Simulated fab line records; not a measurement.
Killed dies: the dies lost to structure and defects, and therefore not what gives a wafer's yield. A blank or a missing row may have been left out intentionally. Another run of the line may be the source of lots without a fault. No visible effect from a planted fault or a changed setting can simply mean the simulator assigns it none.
Matching of chambers ; flow sky130 ; SKY_VIA2_ETCH_14 on rieDiel-04 has 4 sister chambers
The step etches BARC in N2/H2, stops on SiO2, time 45.9 s, target depth 60 nm. 20 wafers are shown with their chamber, then 10 later ones without.

== WAFERS PAIRED WITH THEIR CHAMBERS ==
wafer;chamber;oesProductAu (a.u.);throttleValvePct (%)
L076.1;3;0.848;13.236
L076.4;1;0.849;13.231
L076.5;3;0.846;13.225
L079.4;1;0.845;13.228
L079.5;2;0.849;13.234
L079.6;3;0.853;13.220
L080.1;3;0.848;13.216
L080.3;2;0.852;13.231
L080.6;1;0.855;13.203
L081.3;2;0.853;13.223
L081.4;3;0.842;13.229
L081.5;3;0.855;13.222
L092.1;2;0.847;13.208
L092.2;3;0.843;13.227
L092.3;0;0.852;13.237
L092.4;1;0.850;13.231
L092.5;0;0.853;13.215
L092.6;3;0.849;13.217
L093.1;3;0.844;13.225
L093.2;1;0.849;13.215

SIGNATURES (means of the wafers above)
reading;chamber 0;chamber 1;chamber 2;chamber 3;scatter within a chamber
oesProductAu;0.85250;0.84960;0.85025;0.84756;0.00378
throttleValvePct;13.22600;13.22160;13.22400;13.22411;0.0099
Rule: a wafer's distance from a chamber is the root of the sum, over the readings, of the square of ((its reading less the chamber's mean) divided by the reading's scatter). If the next closest chamber is less than 2 further off than the closest, the wafer can't be placed; otherwise it belongs to the closest. The scatter: the root of (the sum of the squares of (reading less its chamber's mean) over the shown wafers, divided by (wafers less chambers)).

== WAFERS WITHOUT THEIR CHAMBER ==
wafer;oesProductAu (a.u.);throttleValvePct (%)
L093.3;0.850;13.219
L095.1;0.850;13.231
L095.2;0.856;13.229
L095.3;0.856;13.223
L095.4;0.851;13.225
L095.5;0.853;13.233
L095.6;0.855;13.226
L097.2;0.855;13.225
L097.4;0.854;13.230
L097.6;0.846;13.216

== WHICH CHAMBER EACH ONE RAN IN ==
wafer;from the rows above;in truth
L093.3;can't be placed: 1 or 2 or 3 or 0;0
L095.1;can't be placed: 2 or 0 or 3 or 1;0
L095.2;can't be placed: 0 or 2 or 1 or 3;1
L095.3;can't be placed: 0 or 2 or 1 or 3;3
L095.4;can't be placed: 2 or 0 or 1 or 3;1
L095.5;can't be placed: 0 or 2 or 1 or 3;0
L095.6;can't be placed: 0 or 2 or 1 or 3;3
L097.2;can't be placed: 0 or 2 or 1 or 3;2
L097.4;can't be placed: 0 or 2 or 1 or 3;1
L097.6;can't be placed: 3 or 1 or 2 or 0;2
Correct placement for 0 of the 10. Not placeable from these rows: 10 (in 10, the candidates include the true chamber). 0 placed wrongly.
